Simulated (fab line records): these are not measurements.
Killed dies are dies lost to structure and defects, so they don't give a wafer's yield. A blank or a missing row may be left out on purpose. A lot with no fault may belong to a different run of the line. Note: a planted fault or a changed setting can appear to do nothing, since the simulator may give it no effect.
Which tool is to blame?	flow gf180mcu	Sampling: 11 lots, 33 wafers, 6 of 602 route steps

== WHAT THE GAUGES READ, wafer by wafer ==
GF_V4_CD_MEAS_14: target cd 260 nm.
lot	measured	on	cd_nm (nm)
L866	day 26 02:44	cd_sem-01	260.5 259.7 261.5
L867	day 26 09:28	cd_sem-02	257.7 258.3 258.5
L868	day 26 15:11	cd_sem-02	258.8 257.7 258.0
L869	day 26 23:32	cd_sem-02	257.7 257.7 257.6
L870	day 27 05:13	cd_sem-01	259.0 258.7 257.8
L871	day 27 19:10	cd_sem-02	261.0 260.6 260.5
L873	day 28 10:01	cd_sem-02	259.5 258.6 259.3
L875	day 28 19:29	cd_sem-01	261.3 260.1 261.0
L876	day 28 19:52	cd_sem-01	260.0 261.0 260.6
L884	day 31 00:12	cd_sem-02	258.3 258.2 257.9
L885	day 31 10:40	cd_sem-02	259.8 259.6 259.8

GF_V4_RS_MEAS_24: a four-point-probe measurement.
lot	measured	on	V4_W_RS (ohm/sq)
L866	day 26 03:47	film_metro-04	0.335 0.326 0.332
L867	day 26 10:31	film_metro-04	0.326 0.329 0.324
L868	day 26 16:13	film_metro-01	0.330 0.323 0.324
L869	day 27 00:35	film_metro-04	0.325 0.332 0.328
L870	day 27 06:31	film_metro-04	0.322 0.328 0.323
L871	day 27 20:13	film_metro-02	0.335 0.333 0.333
L873	day 28 11:02	film_metro-04	0.329 0.328 0.329
L875	day 28 20:31	film_metro-02	0.324 0.328 0.324
L876	day 28 20:53	film_metro-01	0.330 0.324 0.327
L884	day 31 01:14	film_metro-04	0.332 0.328 0.329
L885	day 31 11:41	film_metro-02	0.322 0.326 0.323

GF_MIM_RS_MEAS_10: a four-point-probe measurement.
lot	measured	on	MIM_ALCU_RS (ohm/sq)
L866	day 26 04:40	film_metro-04	0.1612 0.1609 0.1602
L867	day 26 11:24	film_metro-04	0.1593 0.1590 0.1591
L868	day 26 17:06	film_metro-04	0.1599 0.1594 0.1598
L869	day 27 01:29	film_metro-02	0.1595 0.1585 0.1589
L870	day 27 07:24	film_metro-03	0.1610 0.1578 0.1606
L871	day 27 21:06	film_metro-02	0.1579 0.1590 0.1580
L873	day 28 11:56	film_metro-02	0.1594 0.1598 0.1622
L875	day 28 21:25	film_metro-04	0.0953 0.1582 0.1572
L876	day 28 21:47	film_metro-04	0.1614 0.0969 0.1637
L884	day 31 02:07	film_metro-04	0.1634 0.1648 0.1615
L885	day 31 12:35	film_metro-02	0.1575 0.1574 0.1575

GF_MIM_THK_MEAS_11: measures by xrf.
lot	measured	on	MIM_ALCU_THK (nm)
L866	day 26 04:46	film_metro-04	197.1 198.5 200.0
L867	day 26 11:31	film_metro-04	200.5 200.9 200.4
L868	day 26 17:13	film_metro-04	198.9 200.0 199.5
L869	day 27 01:35	film_metro-02	200.2 200.7 202.2
L870	day 27 07:31	film_metro-03	196.9 202.0 198.3
L871	day 27 21:13	film_metro-02	202.4 201.7 202.8
L873	day 28 12:03	film_metro-02	199.7 199.4 198.5
L875	day 28 21:31	film_metro-04	331.9 201.9 204.0
L876	day 28 21:53	film_metro-04	199.2 324.6 196.6
L884	day 31 02:13	film_metro-04	196.5 196.5 198.5
L885	day 31 12:42	film_metro-02	203.5 203.1 203.7

== WHICH TOOL RAN EACH LOT (tool, then ch and the chambers of the sampled wafers, then the start) ==
lot	GF_V4_SPUTTER_21	GF_MIM_SPUTTER_08
L866	pvd_sputter-02, day 26 03:31	pvd_sputter-04, day 26 04:34
L867	pvd_sputter-01, day 26 10:18	pvd_sputter-03, day 26 11:21
L868	pvd_sputter-03, day 26 15:59	pvd_sputter-04, day 26 17:02
L869	pvd_sputter-03, day 27 00:21	pvd_sputter-03, day 27 01:24
L870	pvd_sputter-03, day 27 06:17	pvd_sputter-02, day 27 07:20
L871	pvd_sputter-01, day 27 19:59	pvd_sputter-03, day 27 21:02
L873	pvd_sputter-02, day 28 10:50	pvd_sputter-04, day 28 11:53
L875	pvd_sputter-01, day 28 20:17	pvd_sputter-04, day 28 21:20
L876	pvd_sputter-01, day 28 20:38	pvd_sputter-04, day 28 21:41
L884	pvd_sputter-01, day 31 00:59	pvd_sputter-02, day 31 02:02
L885	pvd_sputter-01, day 31 11:29	pvd_sputter-03, day 31 12:32
- GF_V4_SPUTTER_21: material Ti, target thk 15 nm, time 80.02 s.
- GF_MIM_SPUTTER_08: material AlCu, target thk 200 nm, time 10.6 s.

== WHAT THE TOOLS THEMSELVES READ (means of the sampled wafers that have a number; where no wafer has one, the mark that the record gives instead) ==
GF_V4_SPUTTER_21.
lot	tool	chamber_pressure_pa (Pa)	throttle_valve_pct (%)
L866	pvd_sputter-02	4.994	29.8
L867	pvd_sputter-01	4.996	30.2
L868	pvd_sputter-03	5.004	29.2
L869	pvd_sputter-03	5.011	29.9
L870	pvd_sputter-03	4.991	29.2
L871	pvd_sputter-01	5.001	30.0
L873	pvd_sputter-02	5.012	29.6
L875	pvd_sputter-01	5.004	29.9
L876	pvd_sputter-01	4.996	30.1
L884	pvd_sputter-01	4.998	30.0
L885	pvd_sputter-01	4.997	30.0

GF_MIM_SPUTTER_08.
lot	tool	chamber_pressure_pa (Pa)	throttle_valve_pct (%)
L866	pvd_sputter-04	0.3998	30.8
L867	pvd_sputter-03	0.4006	29.7
L868	pvd_sputter-04	0.3998	31.2
L869	pvd_sputter-03	0.3997	29.6
L870	pvd_sputter-02	0.4009	30.0
L871	pvd_sputter-03	0.4004	29.9
L873	pvd_sputter-04	0.3996	30.9
L875	pvd_sputter-04	0.4000	31.0
L876	pvd_sputter-04	0.3996	30.9
L884	pvd_sputter-02	0.3995	29.7
L885	pvd_sputter-03	0.3996	29.6

== THE ANSWER, worked out from the rows above alone ==
Rule: the lots themselves supply what counts as usual. The widest of any qualifying gaps counts: lots, ordered by their means at a reading, are off when they make up no more than a third of the lots, leave a main group of 4 or more, and stand apart from it by 3 or more times the standard deviation of that group's means. A main group is skipped when, at the precision printed for the reading in the tables above, its means are all equal. A lot without any number at a reading at which 4 lots or more have one is off too. Where the step has rows for the other lots, those lots are counted as sound. The gauges are gone through in route order, then the tools' own readings, and for those a lot's mean is taken as printed above. At the first step where some lot is off, the reading lying furthest off is the one used; lots without a number count as furthest.
Off: L875, L876, at GF_MIM_RS_MEAS_10 (MIM_ALCU_RS). For the main group the mean is 0.1598 ohm/sq and the standard deviation 0.0016.
If a tool, at a process step before that reading, ran all the lots that are off and no sound lot after the first of them, it fits. Gauges at GF_MIM_RS_MEAS_10: tried the same way as those tools. One candidate fits, namely pvd_sputter-04 at GF_MIM_SPUTTER_08. Its last sound lot is L873 (day 28 11:53), its first lot that is off L875 (day 28 21:20): a fault that began between those two fits.

== WHAT THE SIMULATOR PUT IN ==
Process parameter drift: pvd_sputter-04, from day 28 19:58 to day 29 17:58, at GF_MIM_SPUTTER_08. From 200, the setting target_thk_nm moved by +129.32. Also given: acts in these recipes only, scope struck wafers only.
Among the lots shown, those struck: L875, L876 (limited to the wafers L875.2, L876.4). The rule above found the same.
